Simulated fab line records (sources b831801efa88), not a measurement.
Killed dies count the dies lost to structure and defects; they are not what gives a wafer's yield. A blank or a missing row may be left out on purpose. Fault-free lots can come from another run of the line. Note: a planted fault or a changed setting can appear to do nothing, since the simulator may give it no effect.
A lot that was struck, set against a sound lot / flow sky130 / 22 out of 708 route steps
Sound: wafers L119.1, L119.2, L119.4. Wafers struck: L114.2, L114.3, L114.6. The cause comes at the end.
For every step that has rows: the tool of each side, followed by ch and its chambers, followed by its first start. Under that, the readings that differ: sound wafers / struck wafers / difference of the means / sigmas: that difference in standard deviations of wafers without a fault.
alike: readings with means less than 2 such deviations apart, plus words and numbers identical on both sides. not compared: withheld readings, readings lacking a value on some wafer, bounds such as >300 that could conceal the same value, and numbers that have no deviation in the record and whose values overlap.
Wherever a step has rows on one side only, a row that says differs or no value, or a row with sigmas, the two part there. Numbers that have no deviation but don't overlap get no sigmas and don't part them. Lack of a reading on every wafer of one side parts them only where that side has two or more wafers.

first, 4 steps without rows for these wafers: SKY_METAL5_SOFTBAKE_10 (time 60 s); SKY_METAL5_EXPOSE_11 (exposes mask MM5, target cd 1600 nm); SKY_METAL5_PEB_12; SKY_METAL5_DEVELOP_13 (develop time 60 s).
SKY_METAL5_DESCUM_14: chemistry O2, time 11 s.
  sound on rie-metal-04 ch 0,1, day 47 03:38; struck on rie-metal-04 ch 0,1, day 45 23:11
  alike: chamber-pressure-mTorr, drypump-motor-current-A, oes-product-au
  not compared: rf-hours-counter-h
SKY_METAL5_METAL_ETCH_15: etches the open film in Cl2/BCl3, stops on SiO2, target depth 1260 nm, time 252 s.
  sound on rie-metal-04 ch 0,1, day 47 03:41; struck on rie-metal-04 ch 0,1, day 45 23:14
  alike: chamber-pressure-mTorr, drypump-motor-current-A, oes-product-au, throttle-valve-pct
  not compared: rf-hours-counter-h
SKY_METAL5_STRIP_16: strips in O2/N2.
  sound on plasma-asher-02 ch 0,1, day 47 03:55; struck on plasma-asher-02 ch 0, day 45 23:28
  alike: chamber-pressure-mTorr, drypump-motor-current-A, o2-flow-sccm, oes-product-au, strip-time-to-endpoint-s
  not compared: rf-hours-counter-h
then, 3 steps without rows for these wafers: SKY_METAL5_STRIP_17 (strips in post etch residue remover, time 1200 s); SKY_METAL5_CLEAN_18 (cleans in IPA, time 180 s); SKY_METAL5_CLEAN_19 (cleans in O3/DIW).
SKY_PASSIVATION_CVD_00: deposits SiO2, target thk 90 nm.
  sound on pecvd-01 ch 1,2, day 47 04:30; struck on pecvd-01 ch 0,1,2, day 46 00:04
  alike: heater-power-outer-w, heater-power-w
SKY_PASSIVATION_THK_MEAS_01:
  struck on film-metro-02, day 46 00:09; sound on film-metro-04, day 47 04:32
  alike: PASSIVATION_CVD_00_THK
SKY_PASSIVATION_CVD_02: deposits Si3N4, target thk 540 nm.
  sound on pecvd-04 ch 0,2, day 47 04:35; struck on pecvd-02 ch 0, day 46 00:12
  no value came back on the struck wafers for heater-power-outer-w (W), heater-power-w (W); on the sound wafers heater-power-outer-w (W) reads 430 474 503
then, 7 steps without rows for these wafers: SKY_PASSIVATION_DEHYDRATE_04 (time 60 s); SKY_PASSIVATION_HMDS_05 (prime time 60 s); SKY_PASSIVATION_COAT_06 (resist thk 3000 nm); SKY_PASSIVATION_SOFTBAKE_07; SKY_PASSIVATION_EXPOSE_08 (exposes mask NSM, target cd 3000 nm); SKY_PASSIVATION_PEB_09; SKY_PASSIVATION_DEVELOP_10 (develop time 60 s).
SKY_PASSIVATION_ETCH_11: etches the open film in CF4/O2, stops on AlCu, target depth 725 nm, time 163.9 s.
  sound on rie-diel-02 ch 1,2,3, day 48 00:21; struck on rie-diel-02 ch 0,1,2, day 46 20:59
reading=oes-product-au (a.u.); sound=0.964 0.963 0.967; struck=0.978 0.989 0.995; difference=+0.023; sigmas=+3
reading=model.PASSIVATION.feature-depth-nm (nm); sound=690.9 687.1 692.1; struck=725 725 725; difference=+35; sigmas=
reading=model.etch.depth-nm (nm); sound=690.9 687.1 692.1; struck=725 725 725; difference=+35; sigmas=
  alike: chamber-pressure-mTorr, drypump-motor-current-A, throttle-valve-pct
  not compared: rf-hours-counter-h
SKY_PASSIVATION_STRIP_12: strips in O2/N2.
  sound on plasma-asher-04 ch 0,1, day 48 00:28; struck on plasma-asher-03 ch 1, day 46 21:06
  alike: chamber-pressure-mTorr, drypump-motor-current-A, o2-flow-sccm, oes-product-au, strip-time-to-endpoint-s
  not compared: rf-hours-counter-h

WHERE THEY PART
Last at SKY_PASSIVATION_ETCH_11 as far as this record goes, first at SKY_PASSIVATION_CVD_02. Later steps at which nothing parts them and some readings are alike: SKY_PASSIVATION_STRIP_12.

WHY: what the simulator had put in
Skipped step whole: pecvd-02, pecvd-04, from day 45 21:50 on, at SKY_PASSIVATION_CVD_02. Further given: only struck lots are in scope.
